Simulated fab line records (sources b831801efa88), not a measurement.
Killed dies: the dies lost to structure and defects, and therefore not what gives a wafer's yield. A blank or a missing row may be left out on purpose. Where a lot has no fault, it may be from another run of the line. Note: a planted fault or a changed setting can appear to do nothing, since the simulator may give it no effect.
Chamber matching	flow gf180mcu	cmp-02 running GF_V4_CMP_04: 4 sister chambers
The step polishes SiO2. 8 wafers are shown with their chamber, then 6 later ones without.

EACH WAFER AND ITS CHAMBER
wafer	chamber	motorCurrentA (A)	timeToEndpointS (s)
L150.3	3	11.3	83
L153.3	3	10.6	77
L153.4	0	11.2	78
L156.3	2	11.9	77
L156.4	1	11.5	87
L156.5	1	11.4	83
L158.2	2	11.9	78
L159.4	0	11.0	80

WAFERS WITHOUT THEIR CHAMBER
wafer	motorCurrentA (A)	timeToEndpointS (s)
L170.1	10.4	80
L170.2	11.1	78
L170.3	11.6	87
L171.1	11.2	70
L171.4	11.1	82
L171.6	10.9	75

WHICH CHAMBER EACH ONE RAN IN
wafer	from the rows above	in truth
L170.1	can't be placed: 3 or 0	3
L170.2	can't be placed: 0 or 3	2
L170.3	1	1
L171.1	can't be placed: 0 or 3 or 2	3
L171.4	can't be placed: 3 or 0 or 1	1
L171.6	can't be placed: 0 or 3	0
Placed correctly: 1 of 6. Can't be placed from these rows: 5 (the true chamber is among the candidates in 4). 0 placed wrongly.
How it was worked out, from the rows above alone: a wafer's distance from a chamber is the root of the sum, over the readings, of the square of ((its reading less the chamber's mean) divided by the reading's scatter). The wafer belongs to the nearest chamber; if the next one is less than 2 further off, it can't be placed. Each chamber's mean is taken over the wafers shown for it. The scatter: take each reading less its chamber's mean, square it, sum over the shown wafers, divide by the number of wafers less the number of chambers, and take the root.
